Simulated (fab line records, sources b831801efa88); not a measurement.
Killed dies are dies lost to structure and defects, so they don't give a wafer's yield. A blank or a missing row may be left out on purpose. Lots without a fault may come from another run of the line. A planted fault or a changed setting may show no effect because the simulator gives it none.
fab line records | flow gf180mcu
record lots=13 wafers=39 last_day=34
route steps=602 shown STI@26 VT_IMPLANT@131 POLY_GATE@167 CONTACT@292
lots that met no fault: from a run of the same line without faults
start_h: hours from the record's first day to the start of the lot's first wafer shown | wait_h: hours since the lot's step before | " the same as in the row above | L1.1+2: a row that stands for several wafers | - no value, or no start given | * or withheld: withheld | < > ~ a bound
route shown NAME@n: a module of which the file shows steps, and the number in the route of the first | usual: mean/standard deviation of fault-free wafers | same: alike in all rows | chamber/n: place in a boat | sites: the reading at each site | _std_site: their standard deviation | _edge_site: outer sites' mean less inner sites' | radius_mm: how far each site lies from the wafer's centre | mask NAME#n: copy n | behind: the tool/chamber that last shaped the wafer | hold: why the lot was held/for how many hours/how that ended | device: the transistor (n, p or np) that didn't switch | end of line: the same wafers' tests at the end of the route | a step without rows: its recipe alone | killed: dies lost to structure and defects at the first sort, not the wafer's yield | map: a wafer's dies, x killed, . not, _ none there
set.NAME: the setting as run; set.NAME@STEP: as run at that earlier step | model.NAME: the simulator's own value behind a step, which no gauge read
steps of the route over a sample of lots; a table a step, a row a wafer
services: from which hour (start_h, from the record's first day; less than 0 if before it) a tool's chamber was out of use, for how many hours, and why
## steps
# step GF_STI_CMP_25
# recipe stop_on=Si3N4 t_overpolish_s=33 down_force_psi=4 platen_rpm=60 target_thk_nm=524.6 pad_velocity_m_s=0.94248
# usual motor_current_A=12.8/1.5 overpolish_run_s=32.999/0.0095 retaining_ring_pressure_frac=1.000/0.0049 time_to_endpoint_s=122/5.1
# columns lot.wafer tool chamber start_h wait_h motor_current_A overpolish_run_s retaining_ring_pressure_frac time_to_endpoint_s
L605.2 cmp-02 0 27.70 0.1 13.5 32.991 1.003 130
L605.1 " 1 " " 12.0 33.000 0.999 128
L605.6 " 0 " " 12.4 33.003 1.002 128
L608.4 cmp-01 2 44.18 0.1 13.5 33.009 0.996 131
L608.1 " 0 " " 11.7 33.004 0.998 125
L608.6 " 2 " " 14.9 33.012 1.005 126
L611.2 cmp-01 2 58.40 0.0 14.3 32.991 1.002 126
L611.4 " 1 " " 10.7 32.988 0.992 114
L611.5 " 3 " " 15.1 33.008 1.008 124
L614.4 cmp-02 3 77.04 0.0 12.0 32.969 1.005 124
L614.3 " 2 " " 11.6 33.027 0.994 119
L614.6 " 3 " " 12.0 33.005 1.006 123
L615.2 cmp-02 1 83.76 0.0 12.4 32.993 1.002 119
L615.6 " 1 " " 12.2 32.996 0.995 118
L615.5 " 2 " " 12.1 32.978 1.004 124
L616.4 cmp-02 0 87.87 0.2 13.6 33.007 1.001 122
L616.5 " 1 " " 12.0 33.006 0.995 124
L616.6 " 2 " " 11.6 32.995 0.997 122
L617.2 cmp-02 1 93.05 0.0 12.2 33.013 0.998 115
L617.3 " 2 " " 11.2 33.008 1.004 117
L617.4 " 3 " " 12.8 33.016 0.994 123
L619.3 cmp-01 1 103.70 0.0 11.3 33.011 1.003 111
L619.2 " 2 " " 14.1 33.008 0.992 127
L619.6 " 2 " " 14.4 32.989 1.001 125
L620.3 cmp-01 1 109.41 0.1 10.8 33.001 0.998 111
L620.2 " 3 " " 15.7 33.016 1.013 115
L620.6 " 0 " " 10.8 32.996 0.999 118
L622.2 cmp-02 0 116.51 0.1 12.6 32.990 1.001 115
L622.6 " 3 " " 11.9 32.984 1.001 126
L622.5 " 0 " " 12.5 33.006 1.000 116
L623.2 cmp-01 2 123.07 0.0 14.5 32.996 1.003 120
L623.1 " 3 " " 15.1 32.996 0.999 124
L623.4 " 1 " " 11.0 32.999 1.009 118
L624.1 cmp-01 3 124.62 0.1 14.9 33.008 0.997 121
L624.3 " 0 " " 11.3 32.984 1.000 128
L624.5 " 3 " " 15.1 32.989 0.994 126
L627.4 cmp-01 3 143.18 0.0 15.0 32.982 0.998 116
L627.2 " 2 " " 13.9 33.010 0.997 123
L627.5 " 3 " " 14.4 32.993 0.995 119
# step GF_VT_IMPLANT_IMPLANT_41
# recipe species=As energy_kev=70 dose_cm2=1.02e+12 tilt_deg=7
# usual beam_energy_keV=70.000/0.022 end_station_pressure_torr=5.01e-06/2.5e-07
# columns lot.wafer tool chamber start_h wait_h beam_energy_keV end_station_pressure_torr
L605.1 implanter-03 0 154.40 0.0 70.012 4.95e-06
L605.2 " 0 " " 69.979 4.69e-06
L605.6 " 0 " " 70.014 5.33e-06
L608.1 implanter-03 0 176.66 0.0 69.952 4.72e-06
L608.4 " 0 " " 69.963 5.29e-06
L608.6 " 0 " " 69.951 4.9e-06
L611.2 implanter-04 0 195.34 0.0 69.973 4.8e-06
L611.4 " 0 " " 69.994 4.79e-06
L611.5 " 0 " " 70.020 5.2e-06
L614.3 implanter-03 0 223.10 0.1 70.018 5.37e-06
L614.4 " 0 " " 69.996 5.09e-06
L614.6 " 0 " " 70.021 4.92e-06
L616.4 implanter-02 0 232.28 0.1 69.987 4.92e-06
L616.5 " 0 " " 69.956 5.12e-06
L616.6 " 0 " " 69.996 5.14e-06
L615.2 implanter-04 0 233.48 0.0 70.016 4.61e-06
L615.5 " 0 " " 69.990 5.17e-06
L615.6 " 0 " " 69.990 5.01e-06
L617.2 implanter-04 0 240.56 0.0 69.993 5.26e-06
L617.3 " 0 " " 69.971 4.84e-06
L617.4 " 0 " " 70.034 5.2e-06
L619.2 implanter-03 0 254.78 0.0 70.002 5.14e-06
L619.3 " 0 " " 70.014 4.95e-06
L619.6 " 0 " " 70.031 5.2e-06
L620.2 implanter-03 0 262.88 0.0 88.944 4.76e-06
L620.3 " 0 " " 88.946 4.78e-06
L620.6 " 0 " " 88.917 4.54e-06
L622.2 implanter-02 0 276.16 0.0 69.982 4.98e-06
L622.5 " 0 " " 70.012 5.1e-06
L622.6 " 0 " " 70.000 4.77e-06
L623.1 implanter-03 0 282.28 0.0 88.920 5.09e-06
L623.2 " 0 " " 88.941 5.23e-06
L623.4 " 0 " " 88.943 5.18e-06
L624.1 implanter-03 0 284.60 0.0 88.888 5.11e-06
L624.3 " 0 " " 88.911 5.11e-06
L624.5 " 0 " " 88.919 4.71e-06
L627.2 implanter-04 0 307.38 0.0 70.019 4.53e-06
L627.4 " 0 " " 70.022 4.8e-06
L627.5 " 0 " " 70.023 4.98e-06
# step GF_VT_IMPLANT_TW_MEAS_43
# usual VT_IMPLANT_4_TW=694/3.7
# columns lot.wafer tool chamber start_h wait_h VT_IMPLANT_4_TW
L605.1 film_metro-01 - 154.65 0.1 691
L605.2 " - " " 692
L605.6 " - " " 692
L608.1 film_metro-01 - 176.91 0.1 692
L608.4 " - " " 695
L608.6 " - " " 689
L611.2 film_metro-03 - 195.57 0.1 693
L611.4 " - " " 695
L611.5 " - " " 697
L614.3 film_metro-01 - 223.32 0.1 694
L614.4 " - " " 699
L614.6 " - " " 697
L616.4 film_metro-04 - 232.49 0.1 698
L616.5 " - " " 699
L616.6 " - " " 698
L615.2 film_metro-04 - 233.72 0.1 694
L615.5 " - " " 697
L615.6 " - " " 697
L617.2 film_metro-01 - 240.79 0.1 697
L617.3 " - " " 699
L617.4 " - " " 694
L619.2 film_metro-03 - 255.02 0.1 703
L619.3 " - " " 699
L619.6 " - " " 700
L620.2 film_metro-01 - 263.11 0.1 743
L620.3 " - " " 743
L620.6 " - " " 742
L622.2 film_metro-01 - 276.39 0.1 689
L622.5 " - " " 694
L622.6 " - " " 694
L623.1 film_metro-01 - 282.53 0.1 744
L623.2 " - " " 744
L623.4 " - " " 740
L624.1 film_metro-03 - 284.85 0.1 753
L624.3 " - " " 752
L624.5 " - " " 744
L627.2 film_metro-01 - 307.61 0.1 688
L627.4 " - " " 692
L627.5 " - " " 693
# step GF_POLY_GATE_CD_MEAS_10
# recipe target_cd_nm=280
# usual cd_nm=280.1/1.1
# columns lot.wafer tool chamber start_h wait_h cd_nm
L605.1 cd_sem-02 - 194.37 0.1 279.8
L605.2 " - " " 277.2
L605.6 " - " " 278.4
L608.1 cd_sem-01 - 217.10 0.1 279.2
L608.4 " - " " 280.6
L608.6 " - " " 280.1
L611.2 cd_sem-01 - 237.04 0.1 279.6
L611.4 " - " " 280.0
L611.5 " - " " 279.3
L614.3 cd_sem-01 - 266.41 0.1 280.5
L614.4 " - " " 281.7
L614.6 " - " " 280.7
L616.4 cd_sem-02 - 274.76 0.1 280.8
L616.5 " - " " 280.5
L616.6 " - " " 279.8
L615.2 cd_sem-01 - 278.67 0.1 279.3
L615.5 " - " " 280.4
L615.6 " - " " 280.8
L617.2 cd_sem-01 - 284.44 0.1 280.3
L617.3 " - " " 280.1
L617.4 " - " " 279.1
L619.2 cd_sem-01 - 300.72 0.1 280.7
L619.3 " - " " 280.4
L619.6 " - " " 280.6
L620.2 cd_sem-01 - 310.89 0.1 280.0
L620.3 " - " " 280.7
L620.6 " - " " 280.5
L622.2 cd_sem-02 - 322.82 0.1 279.1
L622.5 " - " " 279.8
L622.6 " - " " 280.1
L623.1 cd_sem-01 - 329.15 0.1 280.2
L623.2 " - " " 280.5
L623.4 " - " " 281.0
L624.1 cd_sem-02 - 336.19 0.1 280.2
L624.3 " - " " 280.0
L624.5 " - " " 279.7
L627.2 cd_sem-01 - 356.32 0.1 278.8
L627.4 " - " " 279.9
L627.5 " - " " 279.6
# step GF_CONTACT_BOW_MEAS_05
# recipe mode=bow
# usual CONTACT_BOW=65/7.6
# columns lot.wafer tool chamber start_h wait_h CONTACT_BOW[um]
L605.1 film_metro-03 - 338.76 0.2 65
L605.2 " - " " 58
L605.6 " - " " 57
L608.1 film_metro-03 - 367.23 0.1 67
L608.4 " - " " 71
L608.6 " - " " 66
L611.2 film_metro-03 - 390.60 0.2 66
L611.4 " - " " 73
L611.5 " - " " 63
L614.3 film_metro-04 - 425.66 0.3 55
L614.4 " - " " 69
L614.6 " - " " 67
L616.4 film_metro-02 - 438.11 0.2 77
L616.5 " - " " 62
L616.6 " - " " 68
L615.2 film_metro-04 - 440.08 0.3 62
L615.5 " - " " 52
L615.6 " - " " 50
L617.2 film_metro-03 - 447.04 0.2 71
L617.3 " - " " 69
L617.4 " - " " 75
L619.2 film_metro-04 - 466.87 0.2 64
L619.3 " - " " 59
L619.6 " - " " 81
L620.2 film_metro-02 - 482.87 0.3 53
L620.3 " - " " 72
L620.6 " - " " 59
L622.2 film_metro-02 - 493.54 0.1 55
L622.5 " - " " 62
L622.6 " - " " 52
L623.1 film_metro-02 - 500.27 0.1 72
L623.2 " - " " 78
L623.4 " - " " 60
L624.1 film_metro-03 - 508.70 0.1 55
L624.3 " - " " 58
L624.5 " - " " 76
L627.2 film_metro-04 - 530.66 0.2 63
L627.4 " - " " 67
L627.5 " - " " 79
## services
# columns tool chamber start_h hours kind
cmp-02 - 17.45 0.8 repair
cmp-01 - 35.40 1.9 repair
implanter-03 - 38.02 2.6 repair
implanter-03 - 49.67 2.2 repair
cmp-02 - 64.23 4.0 pm
cmp-02 - 68.24 3.5 repair
implanter-04 - 123.02 3.5 repair
cmp-02 - 130.24 5.4 pm
cmp-01 - 153.04 5.0 pm
implanter-04 - 165.40 1.5 repair
cmp-02 - 179.55 1.6 repair
cmp-02 - 188.27 1.3 repair
implanter-02 - 194.06 2.4 repair
cmp-01 - 205.18 2.3 repair
implanter-03 - 220.11 2.9 pm
implanter-04 - 225.65 3.9 pm
cmp-01 - 232.00 4.0 pm
implanter-02 - 234.06 17.7 repair
cmp-02 - 236.35 0.5 repair
cmp-02 - 249.91 3.7 repair
cmp-01 - 255.38 16.9 repair
cmp-02 - 259.62 1.1 repair
cmp-01 - 282.93 6.4 pm
implanter-03 - 289.82 1.1 repair
## key
first_sign step=GF_VT_IMPLANT_IMPLANT_41 reading=beam_energy_keV direction=up sigmas=99+ usual=70.000 struck=88.926
effect step=GF_VT_IMPLANT_TW_MEAS_43 reading=VT_IMPLANT_4_TW direction=up sigmas=14 usual=694 struck=745
met_at GF_VT_IMPLANT_IMPLANT_41
struck_lots L620,L623,L624
tester_left_out L620,L623,L624
not_acting_at GF_STI_CMP_25,GF_POLY_GATE_CD_MEAS_10,GF_CONTACT_BOW_MEAS_05
onset_between 254.78 262.88
fault kind=process_parameter_drift tool=implanter-03 chamber=- onset_h=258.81 steps=GF_VT_IMPLANT_IMPLANT_41 channel=energy_kev offset=18.917 shape=step end_h=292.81 acts_in=these_recipes_only stated=70
# tester_left_out: of these lots the tester's yield and bins aren't shown, on N5 and GAA mostly nor the transistor test; their killed dies are dies lost to structure and defects alone, not to doping, threshold or leakage, so they don't give the yield
